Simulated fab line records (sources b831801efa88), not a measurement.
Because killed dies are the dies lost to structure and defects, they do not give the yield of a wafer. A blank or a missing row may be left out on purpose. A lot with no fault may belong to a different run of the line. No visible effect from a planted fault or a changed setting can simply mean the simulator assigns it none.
What tool caused it?	flow sfq_line	Sampling: 14 lots, 42 wafers, 4 of 325 route steps

## WHAT THE GAUGES READ, wafer by wafer
No reading from a measuring or inspecting step in the record can be judged against a usual standard deviation.

## WHICH TOOL RAN EACH LOT (tool, then ch and the chambers of the sampled wafers, then the start)
lot	SFQ_TRILAYER_L0_VIA_LITHO_PEB_016	SFQ_TRILAYER_M0_STRIP_STRIP_025	SFQ_TRILAYER_I3_DEP_PECVD_081	SFQ_TRILAYER_I3_VIA_ETCH_VIA_ETCH_088
L637	litho_track-01 ch 0, day 8 17:54	rie_metal-04 ch 0,1, day 13 10:28	pecvd-01 ch 0,2, day 45 13:44	rie_diel-03 ch 1,2,3, day 52 00:07
L638	litho_track-03 ch 0, day 8 22:43	rie_metal-03 ch 0,1, day 13 20:04	pecvd-01 ch 0,2, day 45 19:23	rie_diel-03 ch 0,1,2, day 52 06:07
L640	litho_track-04 ch 0, day 9 14:19	rie_metal-04 ch 0,1, day 14 20:49	pecvd-02 ch 0,2, day 46 08:35	rie_diel-04 ch 0,3, day 53 01:26
L641	litho_track-03 ch 0, day 10 03:30	rie_metal-03 ch 1, day 15 06:25	pecvd-04 ch 1,2, day 46 22:02	rie_diel-03 ch 0,1, day 53 08:38
L642	litho_track-03 ch 0, day 10 13:06	rie_metal-03 ch 0,1, day 15 18:50	pecvd-01 ch 0,2, day 48 07:58	rie_diel-02 ch 0,3, day 54 16:17
L643	litho_track-01 ch 0, day 10 19:06	rie_metal-01 ch 0,1, day 16 00:46	pecvd-02 ch 0,2, day 48 15:07	rie_diel-04 ch 0,1, day 55 00:21
L644	litho_track-01 ch 0, day 10 23:54	rie_metal-01 ch 0,1, day 16 05:34	pecvd-01 ch 0,1,2, day 48 23:48	rie_diel-03 ch 0,1,2, day 55 06:21
L645	litho_track-01 ch 0, day 11 04:45	rie_metal-01 ch 0,1, day 16 13:04	pecvd-01 ch 0,1,2, day 49 15:20	rie_diel-02 ch 0,1,2, day 55 23:09
L646	litho_track-03 ch 0, day 11 13:06	rie_metal-04 ch 0,1, day 16 21:16	pecvd-04 ch 0,1, day 50 08:08	rie_diel-04 ch 1,2,3, day 56 15:57
L650	litho_track-01 ch 0, day 12 11:59	rie_metal-04 ch 0,1, day 17 15:16	pecvd-04 ch 0,1,2, day 51 04:48	rie_diel-02 ch 0,2,3, day 57 09:57
L651	litho_track-01 ch 0, day 12 21:58	rie_metal-04 ch 0,1, day 18 00:59	pecvd-02 ch 0,2, day 51 09:33	rie_diel-02 ch 1,2,3, day 57 17:09
L654	litho_track-03 ch 0, day 14 00:31	rie_metal-04 ch 0,1, day 18 20:23	pecvd-04 ch 0,2, day 52 09:20	rie_diel-03 ch 2,3, day 58 11:09
L658	litho_track-01 ch 0, day 15 11:25	rie_metal-01 ch 0,1, day 20 10:16	pecvd-04 ch 0,1, day 53 21:28	rie_diel-03 ch 0,3, day 58 20:53
L659	litho_track-01 ch 0, day 15 14:39	rie_metal-04 ch 0,1, day 20 16:37	pecvd-04 ch 1,2, day 59 18:04	rie_diel-04 ch 1,2, day 60 01:39
- SFQ_TRILAYER_L0_VIA_LITHO_PEB_016: peb time 60 s.
- SFQ_TRILAYER_M0_STRIP_STRIP_025: strips in O2.
- SFQ_TRILAYER_I3_DEP_PECVD_081: deposits SiO2 from SiH4/N2O, time 111.11 s, target thk 500 nm.
- SFQ_TRILAYER_I3_VIA_ETCH_VIA_ETCH_088: etches SiO2 in CHF3, stops on Nb, target depth 260 nm.

## WHAT THE TOOLS THEMSELVES READ (means of the sampled wafers that have a number; where no wafer has one, the mark that the record gives instead)
SFQ_TRILAYER_L0_VIA_LITHO_PEB_016. Usual: heater_power_total_W 79.15 W, standard deviation 0.074; plate_temp_C 115.00 C, standard deviation 0.13.
lot	tool	heater_power_total_W (W)	plate_temp_C (C)	flag
L637	litho_track-01	79.18	115.13	
L638	litho_track-03	79.19	115.06	
L640	litho_track-04	79.10	115.04	
L641	litho_track-03	79.20	115.09	
L642	litho_track-03	79.14	114.94	
L643	litho_track-01	79.17	115.22	
L644	litho_track-01	79.10	114.89	
L645	litho_track-01	79.15	114.99	
L646	litho_track-03	79.16	114.86	
L650	litho_track-01	79.98	116.04	OFF
L651	litho_track-01	79.87	115.72	OFF
L654	litho_track-03	79.10	115.08	
L658	litho_track-01	79.13	114.90	
L659	litho_track-01	79.14	114.94	

SFQ_TRILAYER_M0_STRIP_STRIP_025. Usual: drypump_motor_current_A 6.0 A, standard deviation 0.46; oes_product_au 1.003 a.u., standard deviation 0.0091.
lot	tool	drypump_motor_current_A (A)	oes_product_au (a.u.)	flag
L637	rie_metal-04	6.5	1.002	
L638	rie_metal-03	5.5	1.000	
L640	rie_metal-04	6.5	1.011	
L641	rie_metal-03	5.3	0.996	
L642	rie_metal-03	5.5	1.003	
L643	rie_metal-01	5.7	1.005	
L644	rie_metal-01	5.7	1.001	
L645	rie_metal-01	5.6	0.987	
L646	rie_metal-04	6.5	1.000	
L650	rie_metal-04	6.3	1.008	
L651	rie_metal-04	6.5	1.008	
L654	rie_metal-04	6.3	1.005	
L658	rie_metal-01	5.7	0.999	
L659	rie_metal-04	6.5	0.999	

SFQ_TRILAYER_I3_DEP_PECVD_081. Usual: heater_power_outer_w 30 W, standard deviation 8.7; heater_power_w 83 W, standard deviation 14; showerhead_vpp_V 834 V, standard deviation 37; throttle_valve_pct 24.4 %, standard deviation 1.3.
lot	tool	heater_power_outer_w (W)	heater_power_w (W)	showerhead_vpp_V (V)	throttle_valve_pct (%)	flag
L637	pecvd-01	34	91	861	25.7	
L638	pecvd-01	33	91	869	25.9	
L640	pecvd-02	30	87	788	23.6	
L641	pecvd-04	25	79	805	22.6	
L642	pecvd-01	28	82	886	25.7	
L643	pecvd-02	31	89	779	23.9	
L644	pecvd-01	34	90	866	25.7	
L645	pecvd-01	30	83	862	25.9	
L646	pecvd-04	22	70	839	23.5	
L650	pecvd-04	32	88	812	22.8	
L651	pecvd-02	22	76	806	24.0	
L654	pecvd-04	29	85	800	22.3	
L658	pecvd-04	32	87	809	23.3	
L659	pecvd-04	27	80	816	23.0	

SFQ_TRILAYER_I3_VIA_ETCH_VIA_ETCH_088. Usual: drypump_motor_current_A 5.8 A, standard deviation 0.44; oes_product_au 0.854 a.u., standard deviation 0.0056.
lot	tool	drypump_motor_current_A (A)	oes_product_au (a.u.)	flag
L637	rie_diel-03	5.7	0.853	
L638	rie_diel-03	5.8	0.857	
L640	rie_diel-04	6.0	0.855	
L641	rie_diel-03	5.8	0.859	
L642	rie_diel-02	6.3	0.849	
L643	rie_diel-04	6.1	0.855	
L644	rie_diel-03	5.8	0.855	
L645	rie_diel-02	6.1	0.857	
L646	rie_diel-04	5.8	0.856	
L650	rie_diel-02	6.1	0.847	
L651	rie_diel-02	5.7	0.852	
L654	rie_diel-03	5.2	0.852	
L658	rie_diel-03	5.4	0.856	
L659	rie_diel-04	5.9	0.855	

## THE ANSWER, worked out from the rows above alone
Rule: lot off if the mean of its wafers having a number is beyond 3 standard deviations from the usual mean. A lot without any number at a reading at which 4 lots or more have one is off too. Where the step has rows for the other lots, those lots are counted as sound. After the gauges, taken in route order, come the tools' own readings; for these a lot's mean is taken, as printed above. At the first step where some lot is off, the reading lying furthest off is the one used; lots without a number count as furthest.
Off, at SFQ_TRILAYER_L0_VIA_LITHO_PEB_016 on heater_power_total_W: L650, L651.
If a tool, at that step or one of the process steps before it, ran each lot that is off and ran no sound lot following the first of them, it fits. None of those tried fits.

## WHAT THE SIMULATOR PUT IN
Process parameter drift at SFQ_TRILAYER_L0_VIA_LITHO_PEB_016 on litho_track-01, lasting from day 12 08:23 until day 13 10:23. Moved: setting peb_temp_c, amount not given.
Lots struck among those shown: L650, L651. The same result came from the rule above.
